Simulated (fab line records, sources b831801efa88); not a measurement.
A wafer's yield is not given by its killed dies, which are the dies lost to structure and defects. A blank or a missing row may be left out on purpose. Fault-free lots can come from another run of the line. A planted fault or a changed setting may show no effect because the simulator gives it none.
fab line records + flow sky130
record:
- lots: 6
- wafers: 18
- lastDay: 50
route steps=708 shown SONOS_TUNNEL@156 SONOS_ONO@168 PAD_OPEN@708
lots untouched by any fault: they come from a run of this same line in which no faults occurred
startH: hours from the record's first day to the start of the lot's first wafer shown + waitH: hours elapsed since this lot's preceding step + " same as the row above + L1.1+2: a row that stands for several wafers + - either no value or no given start + * or withheld: withheld + < > ~ a bound
route shown NAME@n: names a module that has steps shown in the file, with the first one's number in the route + usual: the fault-free wafers' mean and standard deviation + same: alike in all rows + chamber/n: place in a boat + sites: each site's reading + _std_site: their standard deviation + _edge_site: inner sites' mean taken away from outer sites' mean + radiusMm: how far each site lies from the wafer's centre + mask NAME#n: copy n + behind: the most recent tool/chamber to have shaped the wafer + hold: why the lot was held/for how many hours/how that ended + device: whichever transistor did not switch (one of n, p or np) + end of line: the tests these same wafers got at the end of their route + where a step has no rows: the recipe by itself + killed: dies that structure and defects cost at the first sort, which is not the same as the wafer's yield + map: shows each die of a wafer: x if killed, . if not, _ if none is there
set.NAME: the run value of the setting; set.NAME@STEP: its run value at that earlier step + model.NAME: the simulator's own value behind a step, which no gauge read
certain route steps with their lots: each step a table, each wafer a row
services: a tool's chamber out of use, with start hour (startH, from the record's first day; less than 0 if before it), hours out, and reason
== steps ==
step: SKY_SONOS_TUNNEL_COAT_02
recipe:
- resist: NOVOLAK
- spinRpm: 3000
- resistThkNm: 1140
step: SKY_SONOS_TUNNEL_SOFTBAKE_03
recipe:
- tempC: 90
- timeS: 60
- resist: NOVOLAK
step: SKY_SONOS_TUNNEL_EXPOSE_04
recipe:
- maskId: TUNM
- na: 0.6
- sourceShape: conventional
- sigmaOuter: 0.6
- polarization: unpolarized
- targetCdNm: 410
- doseMj: 136
step: SKY_SONOS_TUNNEL_PEB_05
recipe:
- tempC: withheld
- timeS: *
- resist: NOVOLAK
step: SKY_SONOS_TUNNEL_DEVELOP_06
recipe:
- resist: NOVOLAK
- developer: TMAH
- developTimeS: 60
- devTempC: 23
step: SKY_SONOS_TUNNEL_CD_MEAS_07
recipe:
- targetCdNm: 410
usual:
- cdNm: 409.2/2.1
| lot.wafer | tool     | chamber | startH | waitH | cdNm  |
|-----------|----------|---------|--------|-------|-------|
| L836.1    | cdSem-02 | -       | 274.03 | 0.1   | 411.2 |
| L836.4    | "        | -       | "      | "     | 410.4 |
| L836.5    | "        | -       | "      | "     | 410.3 |
| L838.3    | cdSem-01 | -       | 288.32 | 0.1   | 408.1 |
| L838.5    | "        | -       | "      | "     | 406.9 |
| L838.6    | "        | -       | "      | "     | 407.3 |
| L845.1    | cdSem-01 | -       | 340.99 | 0.1   | 412.2 |
| L845.2    | "        | -       | "      | "     | 413.7 |
| L845.3    | "        | -       | "      | "     | 411.2 |
| L846.1    | cdSem-01 | -       | 348.33 | 0.1   | 410.9 |
| L846.2    | "        | -       | "      | "     | 407.8 |
| L846.4    | "        | -       | "      | "     | 409.1 |
| L848.2    | cdSem-02 | -       | 366.71 | 0.1   | 409.1 |
| L848.3    | "        | -       | "      | "     | 408.1 |
| L848.5    | "        | -       | "      | "     | 408.9 |
| L855.1    | cdSem-01 | -       | 429.27 | 0.1   | 407.2 |
| L855.4    | "        | -       | "      | "     | 409.7 |
| L855.6    | "        | -       | "      | "     | 408.5 |
step: SKY_SONOS_TUNNEL_OVL_MEAS_08
usual:
- SONOS_TUNNEL_OVL: 1.1/1.4
| lot.wafer | tool       | chamber | startH | waitH | SONOS_TUNNEL_OVL[nm] |
|-----------|------------|---------|--------|-------|----------------------|
| L836.1    | overlay-01 | -       | 274.15 | 0.1   | 1.3                  |
| L836.4    | "          | -       | "      | "     | 1.4                  |
| L836.5    | "          | -       | "      | "     | 0.5                  |
| L838.3    | overlay-01 | -       | 288.41 | 0.1   | 1.2                  |
| L838.5    | "          | -       | "      | "     | 0.2                  |
| L838.6    | "          | -       | "      | "     | 0.1                  |
| L845.1    | overlay-02 | -       | 341.11 | 0.1   | -0.4                 |
| L845.2    | "          | -       | "      | "     | -0.3                 |
| L845.3    | "          | -       | "      | "     | -0.1                 |
| L846.1    | overlay-02 | -       | 348.45 | 0.1   | 2.7                  |
| L846.2    | "          | -       | "      | "     | 2.9                  |
| L846.4    | "          | -       | "      | "     | 2.7                  |
| L848.2    | overlay-02 | -       | 366.81 | 0.1   | 0.5                  |
| L848.3    | "          | -       | "      | "     | 2.4                  |
| L848.5    | "          | -       | "      | "     | 0.5                  |
| L855.1    | overlay-01 | -       | 429.39 | 0.1   | -3.7                 |
| L855.4    | "          | -       | "      | "     | -0.7                 |
| L855.6    | "          | -       | "      | "     | -0.9                 |
step: SKY_SONOS_TUNNEL_IMPLANT_09
recipe:
- species: B
- energyKev: 19.78
- doseCm2: 1e+12
- tiltDeg: withheld
step: SKY_SONOS_TUNNEL_WET_ETCH_10
recipe:
- chemistry: dHF
- targetDepthNm: 14
- target: SiO2
- dilution: 100:1
- tempC: 25
- timeS: 280
step: SKY_SONOS_TUNNEL_STRIP_11
recipe:
- chemistry: SPM
- timeS: 600
- tempC: 130
step: SKY_SONOS_TUNNEL_TW_MEAS_12
usual:
- SONOS_TUNNEL_TW: 198.1/0.93
| lot.wafer | tool         | chamber | startH | waitH | SONOS_TUNNEL_TW |
|-----------|--------------|---------|--------|-------|-----------------|
| L836.1    | filmMetro-04 | -       | 274.60 | 0.0   | 199.9           |
| L836.4    | "            | -       | "      | "     | 198.2           |
| L836.5    | "            | -       | "      | "     | 200.1           |
| L838.3    | filmMetro-04 | -       | 288.86 | 0.0   | 199.8           |
| L838.5    | "            | -       | "      | "     | 199.7           |
| L838.6    | "            | -       | "      | "     | 198.7           |
| L845.1    | filmMetro-04 | -       | 341.55 | 0.0   | 197.1           |
| L845.2    | "            | -       | "      | "     | 197.5           |
| L845.3    | "            | -       | "      | "     | 197.1           |
| L846.1    | filmMetro-04 | -       | 348.90 | 0.0   | 197.9           |
| L846.2    | "            | -       | "      | "     | 197.2           |
| L846.4    | "            | -       | "      | "     | 197.6           |
| L848.2    | filmMetro-04 | -       | 367.26 | 0.0   | 198.3           |
| L848.3    | "            | -       | "      | "     | 198.8           |
| L848.5    | "            | -       | "      | "     | 198.6           |
| L855.1    | filmMetro-01 | -       | 429.84 | 0.0   | 197.5           |
| L855.4    | "            | -       | "      | "     | 197.8           |
| L855.6    | "            | -       | "      | "     | 196.6           |
step: SKY_SONOS_TUNNEL_CLEAN_13
recipe:
- chemistry: dHF
- timeS: 20
- dilution: 100:1
- dry: ipaMarangoni
step: SKY_SONOS_ONO_OXIDATION_00
recipe:
- tempC: 800
- ambient: O2
- idleTempC: 700
- rampUpCPerMin: 10
- rampDownCPerMin: 3
- stabiliseS: 600
- purgeS: 300
- targetThkA: 26
- oxTimeS: 1249
usual:
- spikeTcBottomC: 820.5/1.2
- spikeTcCentreC: 801.1/1.1
- spikeTcLowerC: 800.7/1
- spikeTcTopC: 810.9/0.97
- spikeTcUpperC: 800.8/0.92
- tubeCenterTempC: 800.01/0.062
- tube_center_temp_C_max: 802.0/0.32
- zonePowerTopPct: 26.24/0.27
same:
- purgeS: 300
| lot.wafer | tool       | chamber | startH | waitH | spikeTcBottomC | spikeTcCentreC | spikeTcLowerC | spikeTcTopC | spikeTcUpperC | tubeCenterTempC | tube_center_temp_C_max | zonePowerTopPct | model.SiO2_of_SONOS_ONO_OXIDATION_00.thkNm |
|-----------|------------|---------|--------|-------|----------------|----------------|---------------|-------------|---------------|-----------------|------------------------|-----------------|--------------------------------------------|
| L836.1    | furnace-01 | 0       | 276.10 | 1.4   | 847.0          | 827.8          | 827.1         | 838.3       | 828.0         | 826.87          | 829.2                  | 27.62           | 3.722                                      |
| L836.4    | "          | 0       | "      | "     | 847.5          | 826.9          | 827.4         | 837.1       | 827.0         | 826.8           | 828.7                  | 27.99           | 3.809                                      |
| L836.5    | "          | 0       | "      | "     | 848.5          | 828.3          | 829.5         | 837.1       | 827.7         | 826.9           | 828.7                  | 27.86           | 3.787                                      |
| L838.3    | furnace-01 | 0       | 289.44 | 0.5   | 846.9          | 827.7          | 830.0         | 835.9       | 827.6         | 826.83          | 829.5                  | 27.88           | 3.742                                      |
| L838.5    | "          | 0       | "      | "     | 846.8          | 828.6          | 827.5         | 838.8       | 828.1         | 827.01          | 828.6                  | 27.86           | 3.717                                      |
| L838.6    | "          | 0       | "      | "     | 847.7          | 826.2          | 827.7         | 836.0       | 827.5         | 826.79          | 828.8                  | 27.82           | 3.758                                      |
| L845.1    | furnace-02 | 0       | 342.89 | 1.3   | 820.4          | 802.6          | 799.2         | 812.6       | 802.2         | 800.07          | 802.6                  | 26.34           | 2.581                                      |
| L845.2    | "          | 0       | "      | "     | 820.1          | 801.8          | 798.7         | 810.9       | 800.7         | 799.91          | 802.0                  | 26.65           | 2.596                                      |
| L845.3    | "          | 0       | "      | "     | 820.0          | 802.9          | 800.0         | 810.0       | 800.5         | 800.07          | 802.1                  | 26.17           | 2.616                                      |
| L846.1    | furnace-01 | 0       | 349.02 | 0.0   | 821.6          | 800.9          | 799.9         | 813.6       | 801.6         | 800.07          | 801.8                  | 25.66           | 2.555                                      |
| L846.2    | "          | 0       | "      | "     | 822.5          | 799.7          | 801.8         | 810.3       | 802.6         | 800.09          | 802.3                  | 26.36           | 2.55                                       |
| L846.4    | "          | 0       | "      | "     | 820.4          | 800.2          | 801.3         | 811.7       | 799.8         | 800.02          | 801.8                  | 26.10           | 2.58                                       |
| L848.2    | furnace-01 | 0       | 367.33 | 0.0   | 819.7          | 802.3          | 801.3         | 809.5       | 800.2         | 799.97          | 802.0                  | 26.17           | 2.617                                      |
| L848.3    | "          | 0       | "      | "     | 822.0          | 801.8          | 800.7         | 810.4       | 800.9         | 800.06          | 801.9                  | 26.39           | 2.556                                      |
| L848.5    | "          | 0       | "      | "     | 819.7          | 800.9          | 799.6         | 811.0       | 799.9         | 800.16          | 801.9                  | 26.16           | 2.596                                      |
| L855.1    | furnace-01 | 0       | 431.80 | 1.9   | 822.3          | 799.8          | 800.2         | 811.3       | 801.6         | 799.96          | 802.1                  | 26.21           | 2.596                                      |
| L855.4    | "          | 0       | "      | "     | 821.7          | 800.1          | 800.5         | 811.2       | 800.0         | 800.07          | 801.7                  | 26.24           | 2.613                                      |
| L855.6    | "          | 0       | "      | "     | 820.5          | 801.2          | 798.7         | 811.6       | 800.1         | 800.05          | 801.9                  | 26.26           | 2.599                                      |
step: SKY_SONOS_ONO_THK_MEAS_01
recipe:
- reads: SiO2_of_SONOS_ONO_OXIDATION_00
usual:
- SONOS_ONO_OXIDATION_THK: 2.60/0.049
| lot.wafer | tool         | chamber | startH | waitH | SONOS_ONO_OXIDATION_THK[nm] |
|-----------|--------------|---------|--------|-------|-----------------------------|
| L836.1    | filmMetro-04 | -       | 277.45 | 0.0   | 3.71                        |
| L836.4    | "            | -       | "      | "     | 3.83                        |
| L836.5    | "            | -       | "      | "     | 3.80                        |
| L838.3    | filmMetro-04 | -       | 290.80 | 0.0   | 3.67                        |
| L838.5    | "            | -       | "      | "     | 3.75                        |
| L838.6    | "            | -       | "      | "     | 3.75                        |
| L845.1    | filmMetro-03 | -       | 344.24 | 0.0   | 2.55                        |
| L845.2    | "            | -       | "      | "     | 2.63                        |
| L845.3    | "            | -       | "      | "     | 2.65                        |
| L846.1    | filmMetro-03 | -       | 350.37 | 0.0   | 2.54                        |
| L846.2    | "            | -       | "      | "     | 2.53                        |
| L846.4    | "            | -       | "      | "     | 2.58                        |
| L848.2    | filmMetro-04 | -       | 368.68 | 0.0   | 2.55                        |
| L848.3    | "            | -       | "      | "     | 2.50                        |
| L848.5    | "            | -       | "      | "     | 2.62                        |
| L855.1    | filmMetro-03 | -       | 433.15 | 0.0   | 2.61                        |
| L855.4    | "            | -       | "      | "     | 2.62                        |
| L855.6    | "            | -       | "      | "     | 2.57                        |
step: SKY_SONOS_ONO_CVD_02
recipe:
- material: Si3N4
- precursor: DCS/NH3
- targetThkNm: 10.5
- tempC: 770
- timeS: 180
- pressureMtorr: 250
step: SKY_PAD_OPEN_PROBE_99
usual:
- killed_at_M0_to_M3: 43/7.7
- killed_at_M4_up: 2.9/1.7
- killedAtContacts: 24/5.5
- killedAtFrontEnd: 15/4
- killedAtOther: 0.4/0.66
- killedDies: 86/9.4
- killedOpen: 47/6.7
- killedShort: 38/6.2
same:
- grossDies: 492
- killedAtBackSide: 0
| lot.wafer | tool      | chamber | startH  | waitH | killed_at_M0_to_M3 | killed_at_M4_up | killedAtContacts | killedAtFrontEnd | killedAtOther | killedDies | killedOpen | killedShort | model.etest.sonosErased.driveUaUm | model.etest.sonosUncharged.rOnOhmUm | model.etest.sonosProgrammed.offLog10AUm | model.etest.sonosErased.vtV | model.etest.capOno.gateLog10ACm2 | model.etest.capOno.gateBvV | model.etest.capOno.toxAccNm | model.etest.sonosProgrammed.vtV |
|-----------|-----------|---------|---------|-------|--------------------|-----------------|------------------|------------------|---------------|------------|------------|-------------|-----------------------------------|-------------------------------------|-----------------------------------------|-----------------------------|----------------------------------|----------------------------|-----------------------------|---------------------------------|
| L836.1    | prober-01 | -       | 1094.45 | 0.1   | 43                 | 5               | 37               | 17               | 1             | 103        | 48         | 54          | 18.93                             | 866.1                               | -10.74                                  | -0.352                      | -9.259                           | 17.26                      | 13.98                       | 0.6511                          |
| L836.4    | prober-01 | -       | 1094.60 | 0.2   | 33                 | 4               | 23               | 17               | 0             | 77         | 41         | 36          | 18.16                             | 871.4                               | -7.925                                  | -0.3467                     | -9.568                           | 17.87                      | 14.09                       | 0.3369                          |
| L836.5    | prober-01 | -       | 1094.65 | 0.2   | 41                 | 2               | 15               | 14               | 0             | 72         | 40         | 31          | 19.18                             | 873.9                               | -9.011                                  | -0.3821                     | -9.586                           | 17.43                      | 14.11                       | 0.4457                          |
| L838.3    | prober-01 | -       | 1105.76 | 0.2   | 57                 | 5               | 13               | 12               | 0             | 87         | 52         | 35          | 21.67                             | 831.7                               | -10.96                                  | -0.3803                     | -9.159                           | 17.59                      | 13.83                       | 0.7247                          |
| L838.5    | prober-01 | -       | 1105.86 | 0.2   | 40                 | 3               | 27               | 18               | 2             | 90         | 54         | 36          | 20.27                             | 863.8                               | -11.38                                  | -0.3843                     | -9.254                           | 17.58                      | 13.98                       | 0.7049                          |
| L838.6    | prober-01 | -       | 1105.91 | 0.2   | 34                 | 4               | 23               | 27               | 0             | 88         | 46         | 41          | 22.77                             | 836.7                               | -9.73                                   | -0.4304                     | -9.435                           | 17.39                      | 14.02                       | 0.5618                          |
| L845.1    | prober-02 | -       | 1144.81 | 0.1   | 53                 | 6               | 26               | 16               | 0             | 101        | 53         | 47          | 190.9                             | 803.2                               | -13.95                                  | -2.321                      | -7.715                           | 16.13                      | 12.79                       | 1.497                           |
| L845.2    | prober-02 | -       | 1144.86 | 0.1   | 40                 | 0               | 18               | 19               | 1             | 78         | 39         | 39          | 162.8                             | 804.7                               | -13.97                                  | -2.32                       | -7.687                           | 15.77                      | 12.65                       | 1.559                           |
| L845.3    | prober-02 | -       | 1144.91 | 0.2   | 48                 | 5               | 16               | 12               | 0             | 81         | 41         | 40          | 221.9                             | 803                                 | -13.88                                  | -2.342                      | -7.89                            | 16.58                      | 12.8                        | 1.538                           |
| L846.1    | prober-01 | -       | 1150.42 | 0.1   | 43                 | 4               | 29               | 15               | 0             | 91         | 43         | 48          | 195.4                             | 825.2                               | -13.93                                  | -2.332                      | -7.829                           | 15.89                      | 12.76                       | 1.502                           |
| L846.2    | prober-01 | -       | 1150.47 | 0.1   | 54                 | 3               | 16               | 14               | 0             | 87         | 44         | 43          | 189.1                             | 816.8                               | -13.95                                  | -2.332                      | -7.732                           | 16.18                      | 12.76                       | 1.52                            |
| L846.4    | prober-01 | -       | 1150.57 | 0.2   | 43                 | 3               | 20               | 10               | 0             | 76         | 42         | 34          | 169.6                             | 823.4                               | -13.98                                  | -2.287                      | -7.812                           | 16.45                      | 12.8                        | 1.537                           |
| L848.2    | prober-01 | -       | 1164.68 | 0.1   | 53                 | 1               | 18               | 18               | 0             | 90         | 50         | 40          | 169.2                             | 808.8                               | -13.99                                  | -2.209                      | -8.136                           | 16.57                      | 13.02                       | 1.446                           |
| L848.3    | prober-01 | -       | 1164.73 | 0.2   | 37                 | 3               | 28               | 14               | 0             | 82         | 48         | 34          | 208.6                             | 815.5                               | -14.06                                  | -2.329                      | -7.932                           | 16.66                      | 12.94                       | 1.471                           |
| L848.5    | prober-01 | -       | 1164.83 | 0.2   | 48                 | 1               | 32               | 10               | 0             | 91         | 52         | 39          | 201.7                             | 828.9                               | -13.88                                  | -2.315                      | -7.875                           | 16.43                      | 12.83                       | 1.434                           |
| L855.1    | prober-02 | -       | 1199.36 | 0.1   | 44                 | 5               | 31               | 14               | 0             | 94         | 50         | 44          | 180.9                             | 803.2                               | -14.07                                  | -2.318                      | -7.809                           | 16                         | 12.78                       | 1.5                             |
| L855.4    | prober-02 | -       | 1199.51 | 0.2   | 34                 | 5               | 23               | 11               | 0             | 73         | 49         | 24          | 191.4                             | 803.2                               | -13.94                                  | -2.293                      | -7.892                           | 16.07                      | 12.88                       | 1.485                           |
| L855.6    | prober-02 | -       | 1199.61 | 0.2   | 35                 | 5               | 28               | 9                | 0             | 77         | 42         | 35          | 193.9                             | 782.9                               | -13.97                                  | -2.335                      | -7.864                           | 16.03                      | 12.8                        | 1.512                           |
killed by level:class
L836.1 CONTACT:geometricParticle:open=14 METAL2:geometricParticle:short=9 LI_CONTACT:geometricParticle:open=9 VIA1:geometricParticle:open=9 METAL1:geometricParticle:short=8 CONTACT:geometricParticle:short=7 VIA3:geometricParticle:short=5 METAL4:geometricParticle:short=5
L836.4 CONTACT:geometricParticle:open=10 METAL1:geometricParticle:short=8 FIELD_ISO:geometricParticle:short=6 LI_CONTACT:geometricParticle:open=6 VIA1:geometricParticle:open=5 VIA3:geometricParticle:open=5 POLY_GATE:geometricParticle:open=4 LI_CONTACT:geometricParticle:short=3
L836.5 VIA1:geometricParticle:open=9 LI_CONTACT:geometricParticle:open=6 VIA1:geometricParticle:short=6 VIA3:geometricParticle:open=6 FIELD_ISO:geometricParticle:open=4 CONTACT:geometricParticle:open=4 VIA2:geometricParticle:open=4 METAL3:geometricParticle:short=4
L838.3 VIA1:geometricParticle:open=16 VIA3:geometricParticle:open=9 VIA2:geometricParticle:open=7 LOCAL_INTERCONNECT:geometricParticle:short=5 VIA1:geometricParticle:short=5 FIELD_ISO:geometricParticle:open=4 POLY_GATE:geometricParticle:open=4 METAL2:geometricParticle:short=4
L838.5 VIA1:geometricParticle:open=14 CONTACT:geometricParticle:open=9 VIA2:geometricParticle:open=8 POLY_GATE:geometricParticle:open=6 LOCAL_INTERCONNECT:geometricParticle:short=6 VIA3:geometricParticle:open=6 POLY_GATE:geometricParticle:short=5 FIELD_ISO:geometricParticle:open=4
L838.6 CONTACT:geometricParticle:open=12 FIELD_ISO:geometricParticle:open=9 VIA3:geometricParticle:open=8 POLY_GATE:geometricParticle:short=6 VIA1:geometricParticle:short=6 VIA1:geometricParticle:open=6 FIELD_ISO:geometricParticle:short=5 POLY_GATE:geometricParticle:open=5
L845.1 CONTACT:geometricParticle:open=14 VIA1:geometricParticle:open=11 VIA1:geometricParticle:short=8 LI_CONTACT:geometricParticle:open=7 VIA3:geometricParticle:open=7 METAL1:geometricParticle:short=6 VIA2:geometricParticle:open=6 FIELD_ISO:geometricParticle:short=5
L845.2 VIA1:geometricParticle:open=8 POLY_GATE:geometricParticle:open=6 LOCAL_INTERCONNECT:geometricParticle:short=6 METAL2:geometricParticle:short=6 LI_CONTACT:geometricParticle:open=5 VIA2:geometricParticle:short=5 VIA2:geometricParticle:open=5 FIELD_ISO:geometricParticle:short=4
L845.3 VIA1:geometricParticle:open=12 VIA2:geometricParticle:open=7 METAL1:geometricParticle:short=6 METAL2:geometricParticle:short=6 CONTACT:geometricParticle:short=5 CONTACT:geometricParticle:open=5 VIA3:geometricParticle:short=5 VIA1:geometricParticle:short=5
L846.1 VIA3:geometricParticle:open=10 CONTACT:geometricParticle:short=8 VIA1:geometricParticle:open=8 CONTACT:geometricParticle:open=7 LOCAL_INTERCONNECT:geometricParticle:short=6 POLY_GATE:geometricParticle:short=5 LI_CONTACT:geometricParticle:open=4 VIA1:geometricParticle:short=4
L846.2 VIA1:geometricParticle:open=14 VIA3:geometricParticle:open=9 VIA3:geometricParticle:short=8 POLY_GATE:geometricParticle:short=5 CONTACT:geometricParticle:short=5 METAL1:geometricParticle:short=5 LI_CONTACT:geometricParticle:open=4 CONTACT:geometricParticle:open=4
L846.4 CONTACT:geometricParticle:open=11 VIA1:geometricParticle:open=10 VIA2:geometricParticle:open=8 METAL1:geometricParticle:short=5 VIA3:geometricParticle:open=5 VIA1:geometricParticle:short=5 CONTACT:geometricParticle:short=4 FIELD_ISO:geometricParticle:short=3
L848.2 VIA1:geometricParticle:open=13 METAL1:geometricParticle:short=9 LI_CONTACT:geometricParticle:open=8 CONTACT:geometricParticle:open=7 FIELD_ISO:geometricParticle:short=6 VIA2:geometricParticle:open=6 VIA3:geometricParticle:open=6 VIA2:geometricParticle:short=5
L848.3 VIA1:geometricParticle:open=13 CONTACT:geometricParticle:open=9 VIA2:geometricParticle:open=7 LOCAL_INTERCONNECT:geometricParticle:short=6 CONTACT:geometricParticle:short=6 FIELD_ISO:geometricParticle:short=3 LOCAL_INTERCONNECT:geometricParticle:open=3 METAL1:geometricParticle:open=3
L848.5 LI_CONTACT:geometricParticle:open=10 METAL1:geometricParticle:short=10 LOCAL_INTERCONNECT:geometricParticle:short=9 VIA1:geometricParticle:open=9 VIA3:geometricParticle:open=7 CONTACT:geometricParticle:open=6 VIA2:geometricParticle:open=6 POLY_GATE:geometricParticle:open=5
L855.1 LOCAL_INTERCONNECT:geometricParticle:short=12 VIA1:geometricParticle:open=11 CONTACT:geometricParticle:open=9 METAL2:geometricParticle:short=8 VIA2:geometricParticle:open=6 VIA1:geometricParticle:short=6 VIA3:geometricParticle:open=6 FIELD_ISO:geometricParticle:open=5
L855.4 VIA1:geometricParticle:open=9 CONTACT:geometricParticle:open=7 LI_CONTACT:geometricParticle:open=6 VIA2:geometricParticle:open=6 VIA3:geometricParticle:open=5 FIELD_ISO:geometricParticle:open=4 LOCAL_INTERCONNECT:geometricParticle:short=4 POLY_GATE:geometricParticle:open=3
L855.6 LI_CONTACT:geometricParticle:open=9 CONTACT:geometricParticle:open=9 VIA2:geometricParticle:open=7 METAL1:geometricParticle:short=5 VIA3:geometricParticle:open=5 LOCAL_INTERCONNECT:geometricParticle:short=4 CONTACT:geometricParticle:short=4 VIA2:geometricParticle:short=4
== services ==
| tool       | chamber | startH | hours | kind   |
|------------|---------|--------|-------|--------|
| furnace-02 | -       | 323.59 | 4.8   | repair |
| furnace-01 | -       | 350.37 | 3.7   | pm     |
| furnace-02 | -       | 378.15 | 4.3   | pm     |
| furnace-01 | -       | 411.96 | 7.2   | pm     |
== key ==
firstSign:
- step: SKY_SONOS_ONO_OXIDATION_00
- reading: tubeCenterTempC
- direction: up
- sigmas: 99+
- usual: *
- struck: *
effect:
- step: SKY_SONOS_ONO_OXIDATION_00
- reading: tube_center_temp_C_max
- direction: up
- sigmas: 84
- usual: *
- struck: *
effect:
- step: SKY_SONOS_ONO_THK_MEAS_01
- reading: SONOS_ONO_OXIDATION_THK
- direction: up
- sigmas: 24
- usual: 2.60
- struck: 3.75
modelEffect:
- step: SKY_SONOS_ONO_OXIDATION_00
- value: SiO2_of_SONOS_ONO_OXIDATION_00.thkNm
- without: 2.592
- struck: 3.756
modelEffect:
- step: SKY_PAD_OPEN_PROBE_99
- value: etest.sonosErased.driveUaUm
- without: 179.9
- struck: 20.16
metAt SKY_SONOS_ONO_OXIDATION_00
struckWafers L836.1,L836.4,L836.5,L838.3,L838.5,L838.6
testerLeftOut L836,L838
fault:
- kind: processParameterDrift
- tool: furnace-01
- chamber: -
- onsetH: 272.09
- steps: SKY_SONOS_ONO_OXIDATION_00
- channel: tempC
- offset: *
- shape: step
- endH: 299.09
- actsIn: *
- stated: *
testerLeftOut: of these lots the tester's yield and bins aren't shown, on N5 and GAA mostly nor the transistor test; their killed dies are dies lost to structure and defects alone, not to doping, threshold or leakage, so they don't give the yield
